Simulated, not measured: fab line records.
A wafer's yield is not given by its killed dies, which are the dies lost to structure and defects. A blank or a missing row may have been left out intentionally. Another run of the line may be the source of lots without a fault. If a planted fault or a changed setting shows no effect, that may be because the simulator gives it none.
What tool caused it? :: flow sky130 :: 13 lots, 39 wafers sampled, at 5 steps of a route of 708

WHAT THE GAUGES READ, wafer by wafer
SKY_FIELD_ISO_THK_MEAS_04.
lot: L598
measured: day 1 20:38
on: filmMetro-02
FIELD_ISO_CVD_03_THK (nm): 163.1 162.8 162.8

lot: L599
measured: day 2 01:05
on: filmMetro-04
FIELD_ISO_CVD_03_THK (nm): 164.0 164.1 163.1

lot: L600
measured: day 2 09:29
on: filmMetro-03
FIELD_ISO_CVD_03_THK (nm): 163.3 165.3 164.1

lot: L601
measured: day 2 12:24
on: filmMetro-03
FIELD_ISO_CVD_03_THK (nm): 167.1 164.8 165.4

lot: L602
measured: day 2 19:10
on: filmMetro-04
FIELD_ISO_CVD_03_THK (nm): 162.8 166.0 163.9

lot: L603
measured: day 2 23:21
on: filmMetro-03
FIELD_ISO_CVD_03_THK (nm): 164.7 165.2 166.1

lot: L606
measured: day 3 13:07
on: filmMetro-03
FIELD_ISO_CVD_03_THK (nm): 162.0 164.0 163.5

lot: L607
measured: day 3 17:22
on: filmMetro-03
FIELD_ISO_CVD_03_THK (nm): 162.6 163.0 162.0

lot: L608
measured: day 3 21:56
on: filmMetro-02
FIELD_ISO_CVD_03_THK (nm): 164.8 163.3 166.0

lot: L609
measured: day 4 02:01
on: filmMetro-04
FIELD_ISO_CVD_03_THK (nm): 164.7 165.1 164.4

lot: L615
measured: day 5 12:40
on: filmMetro-03
FIELD_ISO_CVD_03_THK (nm): 164.4 164.8 165.9

lot: L619
measured: day 6 04:03
on: filmMetro-04
FIELD_ISO_CVD_03_THK (nm): 163.8 163.6 163.5

lot: L620
measured: day 6 09:58
on: filmMetro-02
FIELD_ISO_CVD_03_THK (nm): 165.5 165.1 165.2

SKY_GATE_OXIDE_OVL_MEAS_10.
lot: L598
measured: day 14 05:38
on: overlay-01
GATE_OXIDE_OVL (nm): 0.1 1.4 1.3

lot: L599
measured: day 14 15:23
on: overlay-02
GATE_OXIDE_OVL (nm): -0.7 -1.3 0.0

lot: L600
measured: day 15 14:48
on: overlay-01
GATE_OXIDE_OVL (nm): 1.7 1.5 0.2

lot: L601
measured: day 15 14:03
on: overlay-01
GATE_OXIDE_OVL (nm): 1.2 0.7 -0.6

lot: L602
measured: day 16 03:38
on: overlay-02
GATE_OXIDE_OVL (nm): 4.5 2.9 3.4

lot: L603
measured: day 16 03:20
on: overlay-02
GATE_OXIDE_OVL (nm): -1.4 1.2 0.3

lot: L606
measured: day 16 22:57
on: overlay-01
GATE_OXIDE_OVL (nm): -1.1 0.2 -2.4

lot: L607
measured: day 17 07:43
on: overlay-01
GATE_OXIDE_OVL (nm): 200.3 199.3 199.7

lot: L608
measured: day 17 12:02
on: overlay-02
GATE_OXIDE_OVL (nm): 196.8 198.4 197.1

lot: L609
measured: day 18 05:47
on: overlay-01
GATE_OXIDE_OVL (nm): 198.0 197.2 198.9

lot: L615
measured: day 20 09:32
on: overlay-01
GATE_OXIDE_OVL (nm): 0.9 0.3 2.1

lot: L619
measured: day 21 17:11
on: overlay-01
GATE_OXIDE_OVL (nm): 1.1 1.5 2.5

lot: L620
measured: day 21 20:46
on: overlay-01
GATE_OXIDE_OVL (nm): -0.6 -0.5 1.4

SKY_LI_CONTACT_RS_MEAS_22: a four-point-probe measurement.
lot: L598
measured: day 29 20:22
on: filmMetro-02
LI_CONTACT_W_RS (ohm/sq): 0.282 0.281 0.289

lot: L599
measured: day 30 02:35
on: filmMetro-01
LI_CONTACT_W_RS (ohm/sq): 0.274 0.281 0.276

lot: L600
measured: day 31 00:02
on: filmMetro-02
LI_CONTACT_W_RS (ohm/sq): 0.284 0.278 0.288

lot: L601
measured: day 30 23:04
on: filmMetro-02
LI_CONTACT_W_RS (ohm/sq): 0.282 0.283 0.284

lot: L602
measured: day 31 09:52
on: filmMetro-03
LI_CONTACT_W_RS (ohm/sq): 0.280 0.280 0.283

lot: L603
measured: day 31 08:41
on: filmMetro-03
LI_CONTACT_W_RS (ohm/sq): 0.281 0.282 0.278

lot: L606
measured: day 32 07:59
on: filmMetro-03
LI_CONTACT_W_RS (ohm/sq): 0.282 0.284 0.283

lot: L607
measured: day 32 12:44
on: filmMetro-02
LI_CONTACT_W_RS (ohm/sq): 0.284 0.281 0.284

lot: L608
measured: day 32 21:42
on: filmMetro-02
LI_CONTACT_W_RS (ohm/sq): 0.286 0.281 0.283

lot: L609
measured: day 33 06:38
on: filmMetro-02
LI_CONTACT_W_RS (ohm/sq): 0.280 0.280 0.277

lot: L615
measured: day 35 03:58
on: filmMetro-01
LI_CONTACT_W_RS (ohm/sq): 0.276 0.281 0.279

lot: L619
measured: day 36 06:52
on: filmMetro-01
LI_CONTACT_W_RS (ohm/sq): 0.287 0.289 0.286

lot: L620
measured: day 36 08:34
on: filmMetro-03
LI_CONTACT_W_RS (ohm/sq): 0.281 0.281 0.279

WHICH TOOL RAN EACH LOT (tool, then ch and the chambers of the sampled wafers, then the start)
lot: L598
SKY_GATE_OXIDE_EXPOSE_07: ilineStepper-01 ch 0, day 13 17:29
SKY_LI_CONTACT_STRIP_16: plasmaAsher-01 ch 0,1, day 29 19:49

lot: L599
SKY_GATE_OXIDE_EXPOSE_07: ilineStepper-01 ch 0, day 14 03:20
SKY_LI_CONTACT_STRIP_16: plasmaAsher-01 ch 0,1, day 30 02:01

lot: L600
SKY_GATE_OXIDE_EXPOSE_07: ilineStepper-02 ch 0, day 15 01:35
SKY_LI_CONTACT_STRIP_16: plasmaAsher-01 ch 0,1, day 30 23:28

lot: L601
SKY_GATE_OXIDE_EXPOSE_07: ilineStepper-01 ch 0, day 15 01:20
SKY_LI_CONTACT_STRIP_16: plasmaAsher-04 ch 0,1, day 30 22:20

lot: L602
SKY_GATE_OXIDE_EXPOSE_07: ilineStepper-02 ch 0, day 15 13:59
SKY_LI_CONTACT_STRIP_16: plasmaAsher-01 ch 0,1, day 31 09:17

lot: L603
SKY_GATE_OXIDE_EXPOSE_07: ilineStepper-01 ch 0, day 15 13:40
SKY_LI_CONTACT_STRIP_16: plasmaAsher-04 ch 1, day 31 08:08

lot: L606
SKY_GATE_OXIDE_EXPOSE_07: ilineStepper-01 ch 0, day 16 09:31
SKY_LI_CONTACT_STRIP_16: plasmaAsher-01 ch 0,1, day 32 07:23

lot: L607
SKY_GATE_OXIDE_EXPOSE_07: ilineStepper-02 ch 0, day 16 17:20
SKY_LI_CONTACT_STRIP_16: plasmaAsher-04 ch 0,1, day 32 12:10

lot: L608
SKY_GATE_OXIDE_EXPOSE_07: ilineStepper-02 ch 0, day 16 21:35
SKY_LI_CONTACT_STRIP_16: plasmaAsher-03 ch 0,1, day 32 21:08

lot: L609
SKY_GATE_OXIDE_EXPOSE_07: ilineStepper-02 ch 0, day 17 15:34
SKY_LI_CONTACT_STRIP_16: plasmaAsher-01 ch 0,1, day 33 06:03

lot: L615
SKY_GATE_OXIDE_EXPOSE_07: ilineStepper-01 ch 0, day 19 18:49
SKY_LI_CONTACT_STRIP_16: plasmaAsher-03 ch 0,1, day 35 03:23

lot: L619
SKY_GATE_OXIDE_EXPOSE_07: ilineStepper-01 ch 0, day 21 01:51
SKY_LI_CONTACT_STRIP_16: plasmaAsher-03 ch 0,1, day 36 06:16

lot: L620
SKY_GATE_OXIDE_EXPOSE_07: ilineStepper-01 ch 0, day 21 05:59
SKY_LI_CONTACT_STRIP_16: plasmaAsher-03 ch 0,1, day 36 08:01
- SKY_GATE_OXIDE_EXPOSE_07: exposes mask LVOM, target cd 600 nm.
- SKY_LI_CONTACT_STRIP_16: strips in O2/N2.

WHAT THE TOOLS THEMSELVES READ (means of the sampled wafers that have a number; where no wafer has one, the mark that the record gives instead)
SKY_LI_CONTACT_STRIP_16.
lot: L598
tool: plasmaAsher-01
drypumpMotorCurrentA (A): 5.8
oesProductAu (a.u.): 0.377
stripTimeToEndpointS (s): 3.49

lot: L599
tool: plasmaAsher-01
drypumpMotorCurrentA (A): 5.8
oesProductAu (a.u.): 0.380
stripTimeToEndpointS (s): 3.52

lot: L600
tool: plasmaAsher-01
drypumpMotorCurrentA (A): 5.8
oesProductAu (a.u.): 0.377
stripTimeToEndpointS (s): 3.51

lot: L601
tool: plasmaAsher-04
drypumpMotorCurrentA (A): 6.3
oesProductAu (a.u.): 0.378
stripTimeToEndpointS (s): 3.52

lot: L602
tool: plasmaAsher-01
drypumpMotorCurrentA (A): 5.5
oesProductAu (a.u.): 0.381
stripTimeToEndpointS (s): 3.55

lot: L603
tool: plasmaAsher-04
drypumpMotorCurrentA (A): 6.5
oesProductAu (a.u.): 0.378
stripTimeToEndpointS (s): 3.52

lot: L606
tool: plasmaAsher-01
drypumpMotorCurrentA (A): 5.5
oesProductAu (a.u.): 0.374
stripTimeToEndpointS (s): 3.51

lot: L607
tool: plasmaAsher-04
drypumpMotorCurrentA (A): 6.2
oesProductAu (a.u.): 0.378
stripTimeToEndpointS (s): 3.52

lot: L608
tool: plasmaAsher-03
drypumpMotorCurrentA (A): 5.5
oesProductAu (a.u.): 0.377
stripTimeToEndpointS (s): 3.52

lot: L609
tool: plasmaAsher-01
drypumpMotorCurrentA (A): 5.5
oesProductAu (a.u.): 0.380
stripTimeToEndpointS (s): 3.51

lot: L615
tool: plasmaAsher-03
drypumpMotorCurrentA (A): 5.5
oesProductAu (a.u.): 0.376
stripTimeToEndpointS (s): 3.50

lot: L619
tool: plasmaAsher-03
drypumpMotorCurrentA (A): 5.5
oesProductAu (a.u.): 0.377
stripTimeToEndpointS (s): 3.55

lot: L620
tool: plasmaAsher-03
drypumpMotorCurrentA (A): 5.5
oesProductAu (a.u.): 0.371
stripTimeToEndpointS (s): 3.52

THE ANSWER, worked out from the rows above alone
Rule: the usual values come from the lots themselves. Put in order of their means at a reading, lots are off if they are a third of the lots or fewer, leave a main group of 4 or more, and stand apart from it by a gap of 3 or more times the standard deviation of the main group's means; of several such gaps the widest counts. The tables above print the reading to a certain number of digits; a main group whose means all agree to those digits is not used. A lot without any number at a reading at which 4 lots or more have one is off too. The other lots that the step has rows for count as sound. The gauges are gone through in route order, then the tools' own readings, and for those a lot's mean is taken as printed above. At the first step where some lot is off, the reading lying furthest off is the one used; lots without a number count as furthest.
Off: L607, L608, L609, seen at SKY_GATE_OXIDE_OVL_MEAS_10 (GATE_OXIDE_OVL). Main group: mean 0.7 nm, sd 1.3.
A tool fits if, at a process step before that reading, it ran every lot that is off, and no sound lot after the first of them. The gauges at SKY_GATE_OXIDE_OVL_MEAS_10 are tried like those tools. One candidate fits, namely ilineStepper-02 at SKY_GATE_OXIDE_EXPOSE_07. Its last sound lot is L602 (day 15 13:59), its first lot that is off L607 (day 16 17:20): a fault that began between those two fits.

WHAT WAS PUT IN BY THE SIMULATOR
Scanner matching overlay: ilineStepper-02, from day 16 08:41 on, at SKY_GATE_OXIDE_EXPOSE_07. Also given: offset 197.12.
Struck lots among those shown: L607, L608, L609. The same result came from the rule above.
